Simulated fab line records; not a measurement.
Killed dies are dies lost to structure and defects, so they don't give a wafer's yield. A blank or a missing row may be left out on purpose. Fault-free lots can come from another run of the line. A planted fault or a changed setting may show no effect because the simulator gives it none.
fab line records -- flow sky130 -- part 1 of 2: steps 1 to 24 of 33
record: lots: 5, wafers: 15, last-day: 49
route steps=708 shown FIELD_ISO@1 NWELL@32
lots untouched by any fault: they come from a run of this same line in which no faults occurred
start-h: hours from the record's opening day to when the first of the lot's shown wafers began -- wait-h: hours since the lot's step before -- " as in the row above -- L1.1+2: a row that stands for several wafers -- - no value, or no start was given -- * or withheld: withheld -- < > ~ a bound
route shown NAME@n: a module of which the file shows steps, and the number in the route of the first -- usual: average and standard deviation across the fault-free wafers -- same: alike in all rows -- chamber/n: place in a boat -- sites: readings site by site -- _std_site: the values' standard deviation -- _edge_site: outer sites' mean less inner sites' -- radius-mm: for every site, how far away it sits from the centre of the wafer -- mask NAME#n: copy n -- behind: the most recent tool/chamber to have shaped the wafer -- hold: why the lot was held/for how many hours/how that ended -- device: whichever transistor did not switch (one of n, p or np) -- end of line: the same wafers' tests at the end of the route -- for a step that has no rows: nothing shown but its recipe -- killed: dies lost to structure and defects at the first sort, not the wafer's yield -- map: per-die view of a wafer (x killed, . not killed, _ where there is no die)
set.NAME: the setting that was run; set.NAME@STEP: the one run at that earlier step -- model.NAME: the simulator's own value behind a step, which no gauge read
lots seen at some steps along the route; tables by step, rows by wafer
services: from which hour (start-h, from the record's first day; less than 0 if before it) a tool's chamber was out of use, for how many hours, and why
== steps ==
step: SKY_FIELD_ISO_BOW_MEAS_00
recipe: mode: bow
usual: INCOMING_BOW: 0/6
lot.wafer,tool,chamber,start-h,wait-h,INCOMING_BOW[um]
L076.3,film-metro-01,-,20.04,-,-5
L076.4,film-metro-01,-,20.04,-,5
L076.5,film-metro-01,-,20.04,-,-5
L078.1,film-metro-03,-,30.00,-,-6
L078.2,film-metro-03,-,30.00,-,-3
L078.4,film-metro-03,-,30.00,-,-13
L082.1,film-metro-04,-,50.00,-,-1
L082.4,film-metro-04,-,50.00,-,3
L082.5,film-metro-04,-,50.00,-,-5
L083.2,film-metro-04,-,55.02,-,-5
L083.4,film-metro-04,-,55.02,-,-11
L083.6,film-metro-04,-,55.02,-,-5
L090.2,film-metro-01,-,90.02,-,9
L090.3,film-metro-01,-,90.02,-,-8
L090.4,film-metro-01,-,90.02,-,1
step: SKY_FIELD_ISO_OXIDATION_01
recipe: temp-c: 900, ambient: O2, stabilise-s: 600, purge-s: 300, target-thk-a: 120, ox-time-s: 1843
usual: ox-temp-c: 900.0/0.38, zone-power-top-pct: 32.8/2.5
same: ox-time-s: 1843
lot.wafer,tool,chamber,start-h,wait-h,ox-temp-c,zone-power-top-pct
L076.3,furnace-01,0,20.12,0.1,900.1,29.6
L076.4,furnace-01,0,20.12,0.1,900.5,30.0
L076.5,furnace-01,0,20.12,0.1,900.1,29.8
L078.1,furnace-01,0,30.42,0.4,899.9,30.0
L078.2,furnace-01,0,30.42,0.4,899.5,30.1
L078.4,furnace-01,0,30.42,0.4,900.1,29.5
L082.1,furnace-01,0,50.95,0.9,900.6,29.7
L082.4,furnace-01,0,50.95,0.9,900.3,30.0
L082.5,furnace-01,0,50.95,0.9,900.5,29.7
L083.2,furnace-02,0,55.12,0.1,899.9,34.8
L083.4,furnace-02,0,55.12,0.1,899.9,35.0
L083.6,furnace-02,0,55.12,0.1,899.4,35.2
L090.2,furnace-02,0,90.12,0.1,900.1,34.6
L090.3,furnace-02,0,90.12,0.1,900.0,34.8
L090.4,furnace-02,0,90.12,0.1,900.2,34.8
step: SKY_FIELD_ISO_THK_MEAS_02
recipe: reads: SiO2_of_FIELD_ISO_OXIDATION_01
usual: FIELD_ISO_OXIDATION_00_THK: 11.91/0.24
lot.wafer,tool,chamber,start-h,wait-h,FIELD_ISO_OXIDATION_00_THK[nm]
L076.3,film-metro-01,-,21.65,0.0,11.84
L076.4,film-metro-01,-,21.65,0.0,11.60
L076.5,film-metro-01,-,21.65,0.0,11.84
L078.1,film-metro-04,-,31.93,0.0,12.06
L078.2,film-metro-04,-,31.93,0.0,12.03
L078.4,film-metro-04,-,31.93,0.0,12.10
L082.1,film-metro-03,-,52.47,0.0,11.91
L082.4,film-metro-03,-,52.47,0.0,11.77
L082.5,film-metro-03,-,52.47,0.0,11.77
L083.2,film-metro-01,-,56.64,0.0,12.01
L083.4,film-metro-01,-,56.64,0.0,12.20
L083.6,film-metro-01,-,56.64,0.0,12.02
L090.2,film-metro-03,-,91.64,0.0,11.72
L090.3,film-metro-03,-,91.64,0.0,11.80
L090.4,film-metro-03,-,91.64,0.0,11.64
step: SKY_FIELD_ISO_CVD_03
recipe: material: Si3N4, precursor: DCS/NH3, target-thk-nm: 165, temp-c: 770, time-s: 2830, pressure-mtorr: 250
usual: pressure-mtorr: 249.9/0.49, zone-power-top-pct: 23.5/1.3
lot.wafer,tool,chamber,start-h,wait-h,pressure-mtorr,zone-power-top-pct
L076.3,lpcvd-02,0,21.69,0.0,250.0,25.1
L076.4,lpcvd-02,0,21.69,0.0,250.0,25.3
L076.5,lpcvd-02,0,21.69,0.0,249.6,25.6
L078.1,lpcvd-02,0,32.38,0.4,249.7,25.5
L078.2,lpcvd-02,0,32.38,0.4,249.8,25.3
L078.4,lpcvd-02,0,32.38,0.4,249.4,25.5
L082.1,lpcvd-02,1,54.61,2.1,249.0,22.8
L082.4,lpcvd-02,1,54.61,2.1,249.4,23.0
L082.5,lpcvd-02,1,54.61,2.1,249.3,22.4
L083.2,lpcvd-02,1,57.61,1.0,249.6,22.9
L083.4,lpcvd-02,1,57.61,1.0,250.3,22.9
L083.6,lpcvd-02,1,57.61,1.0,250.1,22.8
L090.2,lpcvd-02,1,92.12,0.5,249.3,22.9
L090.3,lpcvd-02,1,92.12,0.5,249.4,22.3
L090.4,lpcvd-02,1,92.12,0.5,249.9,22.8
step: SKY_FIELD_ISO_THK_MEAS_04
recipe: reads: Si3N4_of_FIELD_ISO_CVD_03
usual: FIELD_ISO_CVD_03_THK: 165.3/1.5
lot.wafer,tool,chamber,start-h,wait-h,FIELD_ISO_CVD_03_THK[nm]
L076.3,film-metro-04,-,23.50,0.0,164.8
L076.4,film-metro-04,-,23.50,0.0,164.7
L076.5,film-metro-04,-,23.50,0.0,164.7
L078.1,film-metro-03,-,35.06,0.0,168.0
L078.2,film-metro-03,-,35.06,0.0,167.6
L078.4,film-metro-03,-,35.06,0.0,168.4
L082.1,film-metro-01,-,56.40,0.0,164.6
L082.4,film-metro-01,-,56.40,0.0,164.7
L082.5,film-metro-01,-,56.40,0.0,165.3
L083.2,film-metro-04,-,59.40,0.0,164.8
L083.4,film-metro-04,-,59.40,0.0,163.6
L083.6,film-metro-04,-,59.40,0.0,163.8
L090.2,film-metro-04,-,93.91,0.0,164.8
L090.3,film-metro-04,-,93.91,0.0,166.9
L090.4,film-metro-04,-,93.91,0.0,165.5
step: SKY_FIELD_ISO_DEHYDRATE_05
recipe: temp-c: 200, time-s: 60
lot.wafer,tool,chamber,start-h,wait-h
L076.3+4+5,litho-track-01,0,29.70,6.2
L078.1+2+4,litho-track-04,0,42.03,7.0
L082.1+4+5,litho-track-01,0,63.65,7.2
L083.2+4+6,litho-track-01,0,67.03,7.6
L090.2+3+4,litho-track-01,0,101.78,7.9
step: SKY_FIELD_ISO_HMDS_06
recipe: prime-time-s: 60, prime-temp-c: 120
usual: prime-temp-c: 120.00/0.13
lot.wafer,tool,chamber,start-h,wait-h,prime-temp-c
L076.3,litho-track-01,0,29.85,0.1,120.02
L076.4,litho-track-01,0,29.85,0.1,120.16
L076.5,litho-track-01,0,29.85,0.1,120.07
L078.1,litho-track-04,0,42.18,0.1,119.76
L078.2,litho-track-04,0,42.18,0.1,120.04
L078.4,litho-track-04,0,42.18,0.1,119.83
L082.1,litho-track-01,0,63.80,0.1,119.96
L082.4,litho-track-01,0,63.80,0.1,119.74
L082.5,litho-track-01,0,63.80,0.1,120.17
L083.2,litho-track-01,0,67.18,0.1,120.08
L083.4,litho-track-01,0,67.18,0.1,120.24
L083.6,litho-track-01,0,67.18,0.1,120.13
L090.2,litho-track-01,0,101.93,0.1,120.10
L090.3,litho-track-01,0,101.93,0.1,120.03
L090.4,litho-track-01,0,101.93,0.1,119.99
step: SKY_FIELD_ISO_COAT_07
recipe: resist: BARC, temp-c: withheld, time-s: withheld, spin-rpm: 3000, resist-thk-nm: 60
lot.wafer,tool,chamber,start-h,wait-h
L076.3+4+5,litho-track-01,0,30.00,0.1
L078.1+2+4,litho-track-04,0,42.33,0.1
L082.1+4+5,litho-track-01,0,63.95,0.1
L083.2+4+6,litho-track-01,0,67.33,0.1
L090.2+3+4,litho-track-01,0,102.08,0.1
step: SKY_FIELD_ISO_COAT_08
recipe: resist: KrF-thick, spin-rpm: 3000, resist-thk-nm: 450
lot.wafer,tool,chamber,start-h,wait-h
L076.3+4+5,litho-track-01,0,-,-
L078.1+2+4,litho-track-04,0,-,-
L082.1+4+5,litho-track-01,0,-,-
L083.2+4+6,litho-track-01,0,-,-
L090.2+3+4,litho-track-01,0,-,-
step: SKY_FIELD_ISO_SOFTBAKE_09
recipe: temp-c: 100, time-s: 90, resist: KrF-thick
lot.wafer,tool,chamber,start-h,wait-h
L076.3+4+5,litho-track-01,0,-,-
L078.1+2+4,litho-track-04,0,-,-
L082.1+4+5,litho-track-01,0,-,-
L083.2+4+6,litho-track-01,0,-,-
L090.2+3+4,litho-track-01,0,-,-
step: SKY_FIELD_ISO_EXPOSE_10
recipe: mask-id: FOM, na: 0.68, source-shape: annular, sigma-inner: 0.4, sigma-outer: 0.8, target-cd-nm: 150, dose-mj: 28
lot.wafer,tool,chamber,start-h,wait-h,mask
L076.3+4+5,krf-scanner-01,0,-,-,FOM#0
L078.1+2+4,krf-scanner-01,0,-,-,FOM#0
L082.1+4+5,krf-scanner-01,0,-,-,FOM#0
L083.2+4+6,krf-scanner-02,0,-,-,FOM#0
L090.2+3+4,krf-scanner-02,0,-,-,FOM#0
step: SKY_FIELD_ISO_PEB_11
recipe: peb-temp-c: withheld, peb-time-s: withheld, resist: KrF-thick
lot.wafer,tool,chamber,start-h,wait-h
L076.3+4+5,litho-track-01,0,-,-
L078.1+2+4,litho-track-01,0,-,-
L082.1+4+5,litho-track-04,0,-,-
L083.2+4+6,litho-track-04,0,-,-
L090.2+3+4,litho-track-02,0,-,-
step: SKY_FIELD_ISO_DEVELOP_12
recipe: develop-time-s: 60, resist: KrF-thick, dev-temp-c: 21
lot.wafer,tool,chamber,start-h,wait-h
L076.3+4+5,litho-track-01,0,-,-
L078.1+2+4,litho-track-01,0,-,-
L082.1+4+5,litho-track-04,0,-,-
L083.2+4+6,litho-track-04,0,-,-
L090.2+3+4,litho-track-02,0,-,-
step: SKY_FIELD_ISO_CD_MEAS_13
recipe: target-cd-nm: 150
usual: cd-nm: 149.8/1.7
lot.wafer,tool,chamber,start-h,wait-h,cd-nm
L076.3,cd-sem-01,-,37.84,-,151.5
L076.4,cd-sem-01,-,37.84,-,148.9
L076.5,cd-sem-01,-,37.84,-,150.5
L078.1,cd-sem-02,-,50.40,-,150.3
L078.2,cd-sem-02,-,50.40,-,152.4
L078.4,cd-sem-02,-,50.40,-,153.2
L082.1,cd-sem-02,-,72.58,-,150.0
L082.4,cd-sem-02,-,72.58,-,148.2
L082.5,cd-sem-02,-,72.58,-,150.0
L083.2,cd-sem-01,-,75.30,-,148.4
L083.4,cd-sem-01,-,75.30,-,149.1
L083.6,cd-sem-01,-,75.30,-,147.3
L090.2,cd-sem-02,-,111.64,-,147.0
L090.3,cd-sem-02,-,111.64,-,148.0
L090.4,cd-sem-02,-,111.64,-,148.8
step: SKY_FIELD_ISO_ETCH_14
recipe: chemistry: N2/H2, target: BARC, ion-energy-ev: 200, source-w: 500, bias-w: 100, pressure-mtorr: 30, n2-flow-sccm: 100, h2-flow-sccm: 200, stop-on: SiO2, time-s: 45.9, target-depth-a: 600
usual: chamber-pressure-mTorr: 30.001/0.026, drypump-motor-current-A: 5.7/0.62, oes-product-au: 0.855/0.0049, rf-fwd-power-W: 494.7/1.7, throttle-valve-pct: 13.224/0.0092
lot.wafer,tool,chamber,start-h,wait-h,chamber-pressure-mTorr,drypump-motor-current-A,oes-product-au,rf-fwd-power-W,rf-hours-counter-h,throttle-valve-pct
L076.3,rie-diel-04,2,37.92,0.1,29.970,5.9,0.861,494.7,171,13.229
L076.4,rie-diel-04,0,37.92,0.1,29.985,5.2,0.863,497.5,115,13.242
L076.5,rie-diel-04,0,37.92,0.1,30.011,5.2,0.855,495.5,-,13.230
L078.1,rie-diel-01,1,50.52,0.1,29.994,5.6,0.860,493.8,4,13.220
L078.2,rie-diel-01,0,50.52,0.1,29.998,6.5,0.861,494.9,36,13.200
L078.4,rie-diel-01,3,50.52,0.1,29.977,6.5,0.862,497.3,1,13.213
L082.1,rie-diel-01,0,72.70,0.1,30.026,6.5,0.855,495.3,36,13.227
L082.4,rie-diel-01,2,72.70,0.1,29.977,6.2,0.852,494.6,101,13.236
L082.5,rie-diel-01,2,72.70,0.1,29.992,6.2,0.852,494.8,-,13.226
L083.2,rie-diel-03,0,75.40,0.1,29.988,6.0,0.851,494.5,39,13.233
L083.4,rie-diel-03,2,75.40,0.1,30.031,4.7,0.849,491.3,-,13.217
L083.6,rie-diel-03,3,75.40,0.1,29.946,5.2,0.864,494.4,-,13.217
L090.2,rie-diel-03,3,111.74,0.1,30.047,5.2,0.852,492.0,105,13.217
L090.3,rie-diel-03,0,111.74,0.1,29.989,6.0,0.853,495.9,39,13.223
L090.4,rie-diel-03,1,111.74,0.1,29.991,6.0,0.857,494.4,47,13.224
step: SKY_FIELD_ISO_ETCH_15
recipe: chemistry: CHF3/O2, target-depth-nm: 180, stop-on: Si, source-w: 600, bias-w: 200, pressure-mtorr: 40, chf3-flow-sccm: 50, O2_flow_sccm: 5, time-s: 72
usual: O2_flow_sccm: 5.002/0.014, chamber-pressure-mTorr: 40.00/0.034, drypump-motor-current-A: 5.7/0.62, oes-product-au: 0.946/0.0068, rf-fwd-power-W: 595.4/1.9, throttle-valve-pct: 8.843/0.01
lot.wafer,tool,chamber,start-h,wait-h,O2_flow_sccm,chamber-pressure-mTorr,drypump-motor-current-A,oes-product-au,rf-fwd-power-W,rf-hours-counter-h,throttle-valve-pct
L076.3,rie-diel-04,2,37.96,0.0,5.011,40.00,5.9,0.944,594.2,171,8.827
L076.4,rie-diel-04,0,37.96,0.0,4.995,40.01,5.2,0.951,598.5,115,8.862
L076.5,rie-diel-04,0,37.96,0.0,5.014,39.97,5.2,0.943,594.8,-,8.839
L078.1,rie-diel-01,1,50.56,0.0,4.989,39.99,5.6,0.953,597.2,4,8.849
L078.2,rie-diel-01,0,50.56,0.0,5.018,39.98,6.5,0.957,596.1,36,8.821
L078.4,rie-diel-01,3,50.56,0.0,4.967,40.03,6.5,0.949,598.3,1,8.834
L082.1,rie-diel-01,0,72.75,0.0,5.010,39.99,6.5,0.950,596.0,36,8.851
L082.4,rie-diel-01,2,72.75,0.0,4.984,40.05,6.2,0.941,593.9,101,8.841
L082.5,rie-diel-01,2,72.75,0.0,5.011,39.96,6.2,0.951,594.9,-,8.830
L083.2,rie-diel-03,0,75.45,0.0,4.999,39.97,6.0,0.940,597.4,39,8.848
L083.4,rie-diel-03,2,75.45,0.0,4.996,39.97,4.8,0.940,594.7,-,8.838
L083.6,rie-diel-03,3,75.45,0.0,5.008,40.03,5.2,0.944,592.6,-,8.833
L090.2,rie-diel-03,3,111.78,0.0,5.035,39.97,5.2,0.948,597.6,105,8.836
L090.3,rie-diel-03,0,111.78,0.0,4.995,40.07,6.0,0.946,594.7,39,8.837
L090.4,rie-diel-03,1,111.78,0.0,4.997,40.02,6.1,0.941,594.4,47,8.841
step: SKY_FIELD_ISO_STRIP_16
recipe: chemistry: O2/N2, power-w: 1400, pressure-mtorr: 1500, platen-temp-c: withheld, o2-flow-sccm: 3000, n2-flow-sccm: 300, overash-fraction: 0.5
usual: chamber-pressure-mTorr: 1500.0/1.3, drypump-motor-current-A: 5.5/0.39, oes-product-au: 0.379/0.0054, strip-time-to-endpoint-s: 3.566/0.025
lot.wafer,tool,chamber,start-h,wait-h,chamber-pressure-mTorr,drypump-motor-current-A,oes-product-au,rf-hours-counter-h,strip-time-to-endpoint-s
L076.3,plasma-asher-01,1,38.05,0.1,1501.5,6.1,0.384,-,3.522
L076.4,plasma-asher-01,0,38.05,0.1,1499.0,5.0,0.377,-,3.534
L076.5,plasma-asher-01,1,38.05,0.1,1499.3,6.1,0.381,-,3.557
L078.1,plasma-asher-03,0,50.62,0.0,1502.9,5.6,0.383,35,3.565
L078.2,plasma-asher-03,1,50.62,0.0,1499.4,5.8,0.383,35,3.563
L078.4,plasma-asher-03,1,50.62,0.0,1497.3,5.8,0.381,-,3.551
L082.1,plasma-asher-01,0,72.80,0.0,1499.7,4.9,0.375,39,3.564
L082.4,plasma-asher-01,1,72.80,0.0,1498.4,6.1,0.384,-,3.590
L082.5,plasma-asher-01,0,72.80,0.0,1499.6,5.0,0.381,-,3.602
L083.2,plasma-asher-03,0,75.50,0.0,1501.8,5.5,0.382,37,3.615
L083.4,plasma-asher-03,0,75.50,0.0,1504.8,5.5,0.378,-,3.567
L083.6,plasma-asher-03,1,75.50,0.0,1500.9,5.8,0.381,-,3.614
L090.2,plasma-asher-01,1,111.83,0.0,1500.8,6.1,0.377,43,3.555
L090.3,plasma-asher-01,0,111.83,0.0,1499.8,4.9,0.388,-,3.555
L090.4,plasma-asher-01,1,111.83,0.0,1499.4,6.1,0.382,-,3.562
step: SKY_FIELD_ISO_ETCH_17
recipe: target-depth-a: 3420, mask-material: Si3N4, chemistry: HBr/Cl2/O2, target: Si, taper-deg: 5, icp-w: 600, bias-w: 150, pressure-mtorr: 15, HBr_flow_sccm: 150, Cl2_flow_sccm: 40, O2_flow_sccm: 6, time-s: 97.7
usual: O2_flow_sccm: 6.000/0.019, chamber-pressure-mTorr: 14.999/0.014, drypump-motor-current-A: 6.0/0.54, oes-product-au: 1.006/0.0083, rf-fwd-power-W: 597.1/2, throttle-valve-pct: 25.651/0.0093
lot.wafer,tool,chamber,start-h,wait-h,O2_flow_sccm,chamber-pressure-mTorr,drypump-motor-current-A,oes-product-au,rf-fwd-power-W,rf-hours-counter-h,throttle-valve-pct
L076.3,rie-si-02,1,38.12,0.0,6.026,14.991,5.8,1.011,589.4,2,25.641
L076.4,rie-si-02,2,38.12,0.0,5.987,14.976,5.4,1.025,598.4,121,25.650
L076.5,rie-si-02,3,38.12,0.0,6.020,14.997,6.8,1.014,597.1,-,25.642
L078.1,rie-si-02,2,50.72,0.1,5.949,14.984,5.4,1.016,600.4,121,25.647
L078.2,rie-si-02,1,50.72,0.1,5.980,14.996,5.8,1.011,595.3,2,25.650
L078.4,rie-si-02,0,50.72,0.1,6.010,14.990,6.3,1.009,598.2,32,25.643
L082.1,rie-si-02,0,72.90,0.1,5.978,15.014,6.3,1.012,594.5,32,25.639
L082.4,rie-si-02,3,72.90,0.1,5.984,14.973,6.8,1.008,597.9,1,25.646
L082.5,rie-si-02,0,72.90,0.1,6.001,14.970,6.4,1.008,595.9,-,25.657
L083.2,rie-si-01,2,75.60,0.1,6.007,15.019,6.8,0.995,594.7,144,25.646
L083.4,rie-si-01,3,75.60,0.1,6.020,15.003,6.1,1.001,597.2,2,25.650
L083.6,rie-si-01,0,75.60,0.1,6.000,15.000,5.2,1.000,596.2,-,25.663
L090.2,rie-si-02,3,111.93,0.1,6.007,14.999,6.8,1.015,596.2,1,25.646
L090.3,rie-si-02,0,111.93,0.1,6.012,15.013,6.4,0.999,597.7,32,25.647
L090.4,rie-si-02,1,111.93,0.1,5.992,14.997,5.8,1.009,594.7,3,25.641
step: SKY_FIELD_ISO_WET_ETCH_18
recipe: chemistry: H3PO4, target-depth-nm: 25, temp-c: 160, target: Si3N4, time-s: 286
usual: bath-guard-temp-C: 160.21/0.27, temp-c: 159.99/0.14
lot.wafer,tool,chamber,start-h,wait-h,bath-guard-temp-C,temp-c
L076.3,wet-bench-03,1,38.19,0.0,160.31,160.18
L076.4,wet-bench-03,1,38.19,0.0,160.21,159.77
L076.5,wet-bench-03,1,38.19,0.0,160.56,160.14
L078.1,wet-bench-04,2,50.79,0.0,160.62,159.97
L078.2,wet-bench-04,2,50.79,0.0,160.42,159.99
L078.4,wet-bench-04,2,50.79,0.0,160.44,159.89
L082.1,wet-bench-03,1,72.97,0.0,160.08,159.97
L082.4,wet-bench-03,1,72.97,0.0,159.98,159.84
L082.5,wet-bench-03,1,72.97,0.0,160.59,159.73
L083.2,wet-bench-03,0,75.67,0.0,160.69,159.79
L083.4,wet-bench-03,0,75.67,0.0,160.51,159.77
L083.6,wet-bench-03,0,75.67,0.0,160.42,159.92
L090.2,wet-bench-02,0,112.01,0.0,160.16,159.93
L090.3,wet-bench-02,0,112.01,0.0,159.62,160.10
L090.4,wet-bench-02,0,112.01,0.0,160.20,160.07
step: SKY_FIELD_ISO_CLEAN_19
recipe: chemistry: SC1/SC2, mix: 1:4:20, temp-c: 70, time-s: 150
usual: bath-guard-temp-C: 70.22/0.29, temp-c: 69.98/0.13
lot.wafer,tool,chamber,start-h,wait-h,bath-guard-temp-C,temp-c
L076.3,wet-bench-02,3,38.37,0.0,70.67,70.06
L076.4,wet-bench-02,3,38.37,0.0,69.97,70.05
L076.5,wet-bench-02,3,38.37,0.0,70.48,69.94
L078.1,wet-bench-03,2,50.88,0.0,70.00,69.62
L078.2,wet-bench-03,2,50.88,0.0,70.41,69.84
L078.4,wet-bench-03,2,50.88,0.0,69.81,69.81
L082.1,wet-bench-02,1,73.07,0.0,69.96,70.05
L082.4,wet-bench-02,1,73.07,0.0,69.97,69.97
L082.5,wet-bench-02,1,73.07,0.0,70.04,70.09
L083.2,wet-bench-02,3,75.77,0.0,70.40,70.10
L083.4,wet-bench-02,3,75.77,0.0,70.14,69.89
L083.6,wet-bench-02,3,75.77,0.0,70.23,70.02
L090.2,wet-bench-04,1,112.09,0.0,70.24,69.91
L090.3,wet-bench-04,1,112.09,0.0,70.73,69.87
L090.4,wet-bench-04,1,112.09,0.0,70.48,70.05
step: SKY_FIELD_ISO_CLEAN_20
recipe: chemistry: dHF, time-s: 20, dilution: 100:1
lot.wafer,tool,chamber,start-h,wait-h
L076.3+4+5,wet-bench-04,3,38.43,0.0
L078.1+2+4,wet-bench-04,2,50.93,0.0
L082.1+4+5,wet-bench-04,2,73.12,0.0
L083.2+4+6,wet-bench-03,1,75.82,0.0
L090.2+3+4,wet-bench-02,0,112.14,0.0
step: SKY_FIELD_ISO_WET_ETCH_21
recipe: chemistry: dHF, dilution: 100:1, target-depth-nm: 20, dry: ipa-marangoni, target: SiO2, temp-c: 25, time-s: 400
usual: temp-c: 24.99/0.11
lot.wafer,tool,chamber,start-h,wait-h,temp-c
L076.3,wet-bench-03,2,38.44,0.0,24.95
L076.4,wet-bench-03,2,38.44,0.0,24.99
L076.5,wet-bench-03,2,38.44,0.0,25.00
L078.1,wet-bench-03,3,50.95,0.0,25.10
L078.2,wet-bench-03,3,50.95,0.0,25.03
L078.4,wet-bench-03,3,50.95,0.0,25.11
L082.1,wet-bench-03,3,73.15,0.0,25.04
L082.4,wet-bench-03,3,73.15,0.0,25.03
L082.5,wet-bench-03,3,73.15,0.0,25.06
L083.2,wet-bench-02,2,75.84,0.0,24.93
L083.4,wet-bench-02,2,75.84,0.0,25.17
L083.6,wet-bench-02,2,75.84,0.0,25.02
L090.2,wet-bench-04,2,112.16,0.0,25.04
L090.3,wet-bench-04,2,112.16,0.0,24.75
L090.4,wet-bench-04,2,112.16,0.0,25.12
step: SKY_FIELD_ISO_OXIDATION_22
recipe: temp-c: 950, ambient: O2, stabilise-s: 600, purge-s: 300, target-thk-a: 100, ox-time-s: 623
usual: ox-temp-c: 949.9/0.41, zone-power-top-pct: 35.4/2.8
same: ox-time-s: 623
lot.wafer,tool,chamber,start-h,wait-h,ox-temp-c,zone-power-top-pct
L076.3,furnace-02,0,39.81,1.1,950.6,38.5
L076.4,furnace-02,0,39.81,1.1,950.4,38.9
L076.5,furnace-02,0,39.81,1.1,950.3,38.5
L078.1,furnace-02,0,52.39,1.3,949.9,38.3
L078.2,furnace-02,0,52.39,1.3,950.3,38.6
L078.4,furnace-02,0,52.39,1.3,949.6,39.2
L082.1,furnace-01,0,73.48,0.2,949.2,32.7
L082.4,furnace-01,0,73.48,0.2,949.6,33.3
L082.5,furnace-01,0,73.48,0.2,949.8,32.7
L083.2,furnace-01,0,76.35,0.4,949.1,33.1
L083.4,furnace-01,0,76.35,0.4,949.2,33.1
L083.6,furnace-01,0,76.35,0.4,949.6,33.1
L090.2,furnace-01,0,112.28,0.0,950.2,33.6
L090.3,furnace-01,0,112.28,0.0,949.6,33.5
L090.4,furnace-01,0,112.28,0.0,950.6,32.9
step: SKY_FIELD_ISO_THK_MEAS_23
recipe: reads: SiO2_of_FIELD_ISO_OXIDATION_22
usual: FIELD_ISO_OXIDATION_01_THK: 9.94/0.18
lot.wafer,tool,chamber,start-h,wait-h,FIELD_ISO_OXIDATION_01_THK[nm]
L076.3,film-metro-04,-,41.00,0.0,10.33
L076.4,film-metro-04,-,41.00,0.0,10.31
L076.5,film-metro-04,-,41.00,0.0,10.21
L078.1,film-metro-01,-,53.57,0.0,9.82
L078.2,film-metro-01,-,53.57,0.0,10.11
L078.4,film-metro-01,-,53.57,0.0,9.98
L082.1,film-metro-01,-,74.66,0.0,9.81
L082.4,film-metro-01,-,74.66,0.0,9.85
L082.5,film-metro-01,-,74.66,0.0,9.90
L083.2,film-metro-03,-,77.53,0.0,9.94
L083.4,film-metro-03,-,77.53,0.0,9.95
L083.6,film-metro-03,-,77.53,0.0,9.80
L090.2,film-metro-04,-,113.46,0.0,9.84
L090.3,film-metro-04,-,113.46,0.0,9.96
L090.4,film-metro-04,-,113.46,0.0,10.00
